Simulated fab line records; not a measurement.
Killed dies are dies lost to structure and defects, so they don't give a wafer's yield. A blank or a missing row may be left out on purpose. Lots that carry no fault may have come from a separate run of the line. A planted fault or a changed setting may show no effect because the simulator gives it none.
Chamber matching | flow sfq-line | pecvd-03 running SFQ_TRILAYER_I6_DEP_PECVD_165: 3 sister chambers
The step deposits SiO2 from SiH4/N2O, time 111.11 s, target thk 500 nm. 6 wafers are shown with their chamber, then 9 later ones without.

WAFERS WITH THEIR CHAMBER
wafer  | chamber | throttle-valve-pct (%) | heater-power-w (W)
L135.2 | 2       | 26.7                   | 86
L138.4 | 2       | 26.6                   | 74
L138.6 | 0       | 23.7                   | 139
L140.2 | 1       | 25.0                   | 70
L140.4 | 0       | 24.1                   | 133
L140.6 | 1       | 25.1                   | 72

WAFERS WHOSE CHAMBER IS MISSING
wafer  | throttle-valve-pct (%) | heater-power-w (W)
L141.3 | 24.1                   | 122
L141.4 | 23.9                   | 133
L141.6 | 25.2                   | 64
L142.4 | 27.1                   | 89
L142.5 | 25.2                   | 76
L142.6 | 24.0                   | 129
L145.2 | 24.3                   | 138
L145.3 | 26.9                   | 79
L145.5 | 26.5                   | 82

WHICH CHAMBER EACH ONE RAN IN
wafer  | from the rows above | in truth
L141.3 | 0                   | 0
L141.4 | 0                   | 0
L141.6 | 1                   | 1
L142.4 | 2                   | 2
L142.5 | 1                   | 1
L142.6 | 0                   | 0
L145.2 | 0                   | 0
L145.3 | 2                   | 2
L145.5 | 2                   | 2
Correct placement for 9 of the 9. Number that these rows cannot place: 0. Wrongly placed: 0.
How it was worked out, from the rows above alone: a wafer's distance from a chamber is the root of the sum, over the readings, of the square of ((its reading less the chamber's mean) divided by the reading's scatter). If the next closest chamber is less than 2 further off than the closest, the wafer can't be placed; otherwise it belongs to the closest. A chamber's mean is the mean of its shown wafers. The scatter: the root of (the sum of the squares of (reading less its chamber's mean) over the shown wafers, divided by (wafers less chambers)).
